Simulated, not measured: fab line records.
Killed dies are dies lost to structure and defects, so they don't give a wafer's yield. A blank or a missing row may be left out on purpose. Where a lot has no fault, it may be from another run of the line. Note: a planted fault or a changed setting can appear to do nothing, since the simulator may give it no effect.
fab line records	flow gf180mcu
[record] lots = 14	wafers = 42	lastDay = 34
route steps=602 shown M4@457 V4@498
lots untouched by any fault: they come from a run of this same line in which no faults occurred
startH: the number of hours between the record's first day and the start of the first shown wafer of the lot	waitH: how many hours have passed since the lot's step before this one	" the same as in the row above	L1.1+2: one row covering several wafers at once	- either no value or no given start	* or withheld: withheld	< > ~ a bound
route shown NAME@n: NAME is a module with steps in the file, n the number in the route of the first one	usual: the fault-free wafers' mean and standard deviation	same: alike in all rows	chamber/n: place in a boat	sites: each site's reading	_std_site: the values' standard deviation	_edge_site: inner sites' mean taken away from outer sites' mean	radiusMm: how far each site lies from the wafer's centre	mask NAME#n: copy n	behind: the most recent tool/chamber to have shaped the wafer	hold: cause of the lot's hold/its duration in hours/its outcome	device: names the non-switching transistor (n, p or np)	end of line: the same wafers' tests at the end of the route	step lacking rows: just its recipe	killed: dies that structure and defects cost at the first sort, which is not the same as the wafer's yield	map: dies across one wafer; x = killed, . = not, _ = none there
set.NAME: the setting that was run; set.NAME@STEP: the one run at that earlier step	model.NAME: the simulator's own value behind a step, which no gauge read
the route's steps for a sample of lots (tables are steps, rows are wafers)
services: when a tool's chamber went out of use (startH, in hours from the record's first day, below 0 if earlier), for how many hours, and the reason
[[steps]]
[step GF_M4_SPUTTER_01]
[recipe] material = TiN	targetThkNm = 30	powerW = 6500	timeS = 25	chamberPressurePa = 0.4
[usual] cathodeDcPowerW = 6500.0/1.2	chamberPressurePa = 0.4000/0.00082	throttleValvePct = 29.8/1.1
lot.wafer	tool	chamber	startH	waitH	cathodeDcPowerW	chamberPressurePa	throttleValvePct
L819.1	pvdSputter-03	-	513.51	0.1	6499.5	0.3992	30.6
L819.2	"	-	"	"	6501.8	0.4011	30.4
L819.4	"	-	"	"	6499.8	0.3983	32.2
L821.1	pvdSputter-04	-	532.44	0.1	6498.7	0.3990	30.3
L821.4	"	-	"	"	6500.5	0.4007	30.1
L821.6	"	-	"	"	6501.0	0.4015	30.3
L825.1	pvdSputter-04	-	572.87	0.1	6499.7	0.3995	30.1
L825.5	"	-	"	"	6499.7	0.4000	30.5
L825.6	"	-	"	"	6500.0	0.3990	29.3
L826.1	pvdSputter-04	-	578.94	0.1	6499.6	0.3998	30.4
L826.3	"	-	"	"	6500.5	0.4005	29.5
L826.6	"	-	"	"	6499.7	0.4003	30.1
L827.3	pvdSputter-03	-	582.42	0.1	6499.8	0.3984	30.0
L827.5	"	-	"	"	6499.5	0.3996	32.2
L827.6	"	-	"	"	6501.7	0.3995	30.2
L828.1	pvdSputter-03	-	601.11	0.1	6499.7	0.4000	30.5
L828.2	"	-	"	"	6499.4	0.3991	28.7
L828.5	"	-	"	"	6500.8	0.3987	30.1
L834.1	pvdSputter-02	-	637.59	0.1	6501.2	0.3984	28.1
L834.2	"	-	"	"	6502.1	0.4015	30.3
L834.5	"	-	"	"	6499.5	0.3994	29.6
L836.1	pvdSputter-04	-	653.74	0.1	6498.7	0.3990	30.2
L836.3	"	-	"	"	6500.0	0.3990	30.5
L836.4	"	-	"	"	6499.8	0.3996	29.4
L837.2	pvdSputter-04	-	655.86	0.1	6497.1	0.4005	30.6
L837.4	"	-	"	"	6499.4	0.4009	29.3
L837.6	"	-	"	"	6499.3	0.4001	30.4
L838.2	pvdSputter-02	-	664.12	0.1	6499.2	0.4003	30.4
L838.5	"	-	"	"	6499.7	0.4025	27.9
L838.6	"	-	"	"	6499.0	0.3995	29.7
L839.1	pvdSputter-02	-	679.63	0.1	6499.4	0.4005	29.3
L839.4	"	-	"	"	6499.3	0.4005	28.1
L839.5	"	-	"	"	6500.0	0.3997	29.6
L840.1	pvdSputter-03	-	680.36	0.1	6500.2	0.4000	32.3
L840.4	"	-	"	"	6501.2	0.4008	30.2
L840.6	"	-	"	"	6501.9	0.4002	32.1
L841.1	pvdSputter-03	-	686.82	0.1	6501.1	0.4003	28.7
L841.3	"	-	"	"	6498.8	0.3990	30.2
L841.5	"	-	"	"	6500.4	0.4008	30.1
L842.2	pvdSputter-02	-	692.16	0.1	6500.2	0.4005	29.8
L842.4	"	-	"	"	6499.0	0.3993	29.4
L842.5	"	-	"	"	6498.4	0.4004	29.6
[step GF_M4_SPUTTER_03]
[recipe] material = Ti	targetThkNm = 10	substrateTempC = 300	chamberPressurePa = 0.3	powerW = 3000	timeS = 6.7
[usual] cathodeDcPowerW = 3000.0/0.59	chamberPressurePa = 0.3001/0.00058	substrateTempC = 300.01/0.19	throttleValvePct = 29.9/1.1
lot.wafer	tool	chamber	startH	waitH	cathodeDcPowerW	chamberPressurePa	substrateTempC	throttleValvePct
L819.1	pvdSputter-03	-	513.57	0.0	3000.9	0.2995	300.06	30.4
L819.2	"	-	"	"	2999.5	0.2998	299.57	30.0
L819.4	"	-	"	"	2999.6	0.2997	299.75	32.3
L821.1	pvdSputter-04	-	532.50	0.0	3000.8	0.3010	300.00	30.5
L821.4	"	-	"	"	3000.1	0.3007	300.15	30.3
L821.6	"	-	"	"	2999.8	0.3007	299.95	30.1
L825.1	pvdSputter-04	-	572.93	0.0	3000.4	0.3009	300.15	30.3
L825.5	"	-	"	"	3000.2	0.2997	299.74	30.6
L825.6	"	-	"	"	2999.9	0.3001	300.12	29.5
L826.1	pvdSputter-04	-	579.00	0.0	3001.5	0.3003	300.28	30.4
L826.3	"	-	"	"	3000.0	0.3002	299.79	29.1
L826.6	"	-	"	"	2999.8	0.2997	299.90	30.3
L827.3	pvdSputter-03	-	582.48	0.0	2999.2	0.2988	300.22	30.2
L827.5	"	-	"	"	3001.0	0.2997	299.57	32.3
L827.6	"	-	"	"	3001.2	0.2998	300.16	30.4
L828.1	pvdSputter-03	-	601.17	0.0	2999.0	0.2991	300.17	30.3
L828.2	"	-	"	"	2999.8	0.2998	300.26	28.7
L828.5	"	-	"	"	2999.9	0.2994	300.21	30.3
L834.1	pvdSputter-02	-	637.65	0.0	3000.0	0.3008	300.32	28.1
L834.2	"	-	"	"	2999.6	0.2994	300.18	30.1
L834.5	"	-	"	"	3001.1	0.3000	300.02	30.0
L836.1	pvdSputter-04	-	653.80	0.0	3000.3	0.3002	300.02	30.2
L836.3	"	-	"	"	3000.0	0.3003	299.61	30.7
L836.4	"	-	"	"	2999.6	0.2989	299.86	29.3
L837.2	pvdSputter-04	-	655.92	0.0	2999.0	0.2990	300.20	30.4
L837.4	"	-	"	"	2999.3	0.2995	299.69	29.5
L837.6	"	-	"	"	2999.9	0.2996	300.10	30.6
L838.2	pvdSputter-02	-	664.18	0.0	3000.7	0.3002	300.21	30.2
L838.5	"	-	"	"	3000.4	0.3009	299.95	28.2
L838.6	"	-	"	"	2999.7	0.3000	300.10	29.7
L839.1	pvdSputter-02	-	679.70	0.0	3000.1	0.3004	300.11	29.4
L839.4	"	-	"	"	3000.6	0.2989	299.84	28.1
L839.5	"	-	"	"	3000.2	0.2996	299.93	29.8
L840.1	pvdSputter-03	-	680.42	0.0	3000.4	0.2999	300.07	32.1
L840.4	"	-	"	"	2999.9	0.2997	300.40	30.0
L840.6	"	-	"	"	2999.1	0.3000	300.29	32.1
L841.1	pvdSputter-03	-	686.88	0.0	2998.5	0.3000	299.70	28.4
L841.3	"	-	"	"	2999.6	0.3005	300.17	30.0
L841.5	"	-	"	"	2999.4	0.3001	299.97	30.1
L842.2	pvdSputter-02	-	692.23	0.0	2998.9	0.3012	300.35	30.1
L842.4	"	-	"	"	2999.4	0.3003	299.89	29.4
L842.5	"	-	"	"	3000.2	0.3004	299.97	29.5
[step GF_M4_OVL_MEAS_15]
[usual] M4_OVL = -4/6.4
lot.wafer	tool	chamber	startH	waitH	M4_OVL[nm]
L819.1	overlay-01	-	536.62	0.1	3
L819.2	"	-	"	"	-2
L819.4	"	-	"	"	6
L821.1	overlay-02	-	555.57	0.1	-10
L821.4	"	-	"	"	7
L821.6	"	-	"	"	-10
L825.1	overlay-02	-	593.97	0.1	-7
L825.5	"	-	"	"	0
L825.6	"	-	"	"	6
L826.1	overlay-01	-	600.67	0.1	-3
L826.3	"	-	"	"	-10
L826.6	"	-	"	"	-10
L827.3	overlay-01	-	603.93	0.1	-13
L827.5	"	-	"	"	-12
L827.6	"	-	"	"	-8
L828.1	overlay-02	-	620.75	0.1	-4
L828.2	"	-	"	"	-1
L828.5	"	-	"	"	-9
L834.1	overlay-01	-	658.04	0.1	-1
L834.2	"	-	"	"	9
L834.5	"	-	"	"	-2
L836.1	overlay-02	-	673.34	0.1	1
L836.3	"	-	"	"	-1
L836.4	"	-	"	"	-4
L837.2	overlay-02	-	675.73	0.1	-3
L837.4	"	-	"	"	0
L837.6	"	-	"	"	-10
L838.2	overlay-02	-	683.52	0.1	-1
L838.5	"	-	"	"	5
L838.6	"	-	"	"	4
L839.1	overlay-01	-	698.52	0.1	-10
L839.4	"	-	"	"	-5
L839.5	"	-	"	"	-14
L840.1	overlay-02	-	698.87	0.1	1
L840.4	"	-	"	"	-3
L840.6	"	-	"	"	3
L841.1	overlay-01	-	705.84	0.1	-6
L841.3	"	-	"	"	2
L841.5	"	-	"	"	0
L842.2	overlay-02	-	710.65	0.1	0
L842.4	"	-	"	"	1
L842.5	"	-	"	"	-3
[step GF_V4_SPUTTER_22]
[recipe] material = TiN	targetThkNm = 10	chamberPressurePa = 5	powerW = 4000	timeS = 40
[usual] cathodeDcPowerW = 4000.0/0.66	chamberPressurePa = 4.999/0.01	throttleValvePct = 29.9/0.86
lot.wafer	tool	chamber	startH	waitH	cathodeDcPowerW	chamberPressurePa	throttleValvePct
L819.1	pvdSputter-01	-	561.16	0.0	3999.2	5.016	29.6
L819.2	"	-	"	"	3999.8	5.011	28.5
L819.4	"	-	"	"	4000.2	4.991	29.2
L821.1	pvdSputter-03	-	579.91	0.0	3999.4	5.006	30.2
L821.4	"	-	"	"	3999.8	5.008	32.3
L821.6	"	-	"	"	3999.9	5.010	28.6
L825.1	pvdSputter-04	-	617.06	0.0	4000.0	5.003	30.5
L825.5	"	-	"	"	3999.6	5.012	29.5
L825.6	"	-	"	"	4001.5	5.003	30.6
L826.1	pvdSputter-04	-	622.58	0.0	-	-	-
L826.3	"	-	"	"	-	-	-
L826.6	"	-	"	"	-	-	-
L827.3	pvdSputter-04	-	626.24	0.0	-	-	-
L827.5	"	-	"	"	-	-	-
L827.6	"	-	"	"	-	-	-
L828.1	pvdSputter-04	-	643.26	0.0	4000.6	5.005	29.1
L828.2	"	-	"	"	3999.9	5.010	30.3
L828.5	"	-	"	"	3998.9	4.998	29.2
L834.1	pvdSputter-04	-	679.01	0.0	3999.2	4.995	30.6
L834.2	"	-	"	"	3999.9	5.014	30.6
L834.5	"	-	"	"	4000.7	5.007	29.2
L836.1	pvdSputter-04	-	694.28	0.0	4000.0	4.989	30.5
L836.3	"	-	"	"	3999.7	5.013	29.2
L836.4	"	-	"	"	4000.1	4.990	30.5
L837.2	pvdSputter-01	-	697.21	0.0	3999.4	5.003	29.9
L837.4	"	-	"	"	3999.9	5.005	29.9
L837.6	"	-	"	"	4000.2	4.991	28.7
L838.2	pvdSputter-01	-	704.11	0.0	3999.6	4.991	29.9
L838.5	"	-	"	"	3999.2	4.990	29.9
L838.6	"	-	"	"	3999.7	4.990	28.4
L839.1	pvdSputter-03	-	719.65	0.0	4000.3	4.996	32.2
L839.4	"	-	"	"	4000.5	4.985	30.1
L839.5	"	-	"	"	4000.4	4.997	30.3
L840.1	pvdSputter-04	-	720.27	0.0	4000.3	5.003	29.5
L840.4	"	-	"	"	4000.1	4.999	30.7
L840.6	"	-	"	"	4000.5	5.017	29.4
L841.1	pvdSputter-04	-	725.39	0.0	4000.4	5.005	30.6
L841.3	"	-	"	"	4000.2	5.005	30.5
L841.5	"	-	"	"	3999.6	4.999	29.9
L842.2	pvdSputter-04	-	730.00	0.0	3999.6	5.002	30.3
L842.4	"	-	"	"	3999.8	4.998	30.3
L842.5	"	-	"	"	4000.8	5.001	30.2
[[services]]
tool	chamber	startH	hours	kind
pvdSputter-02	-	509.57	7.5	repair
pvdSputter-04	-	513.08	6.4	repair
pvdSputter-01	-	532.12	3.2	repair
pvdSputter-02	-	538.51	15.4	repair
pvdSputter-01	-	548.85	2.0	repair
pvdSputter-01	-	612.34	6.5	repair
pvdSputter-03	-	622.29	23.7	repair
pvdSputter-01	-	623.78	6.4	repair
pvdSputter-02	-	626.18	3.9	repair
pvdSputter-02	-	628.41	2.7	repair
pvdSputter-04	-	636.98	5.3	repair
pvdSputter-02	-	645.91	6.9	repair
[[key]]
[firstSign] step = GF_V4_SPUTTER_22	reading = toolRecord	direction = missing
effect none on later readings
metAt GF_V4_SPUTTER_22
struckLots L826,L827
laterRowsLeftOut L826.1,L826.3,L826.6,L827.3,L827.5,L827.6
sortLeftOut L826.1,L826.3,L826.6,L827.3,L827.5,L827.6
notActingAt GF_M4_SPUTTER_01,GF_M4_SPUTTER_03,GF_M4_OVL_MEAS_15
onsetBetween 617.06 622.58
[fault] kind = skippedStepWhole	tool = pvdSputter-04	chamber = -	onsetH = 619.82	steps = GF_V4_SPUTTER_22	scope = struckLotsOnly
// sortLeftOut: the simulated sort isn't trusted on such a fault, so these wafers' sort isn't shown, and their yield isn't known
// laterRowsLeftOut: the simulator's readings of these wafers behind a module that went badly wrong aren't trusted and aren't shown, but for the sort
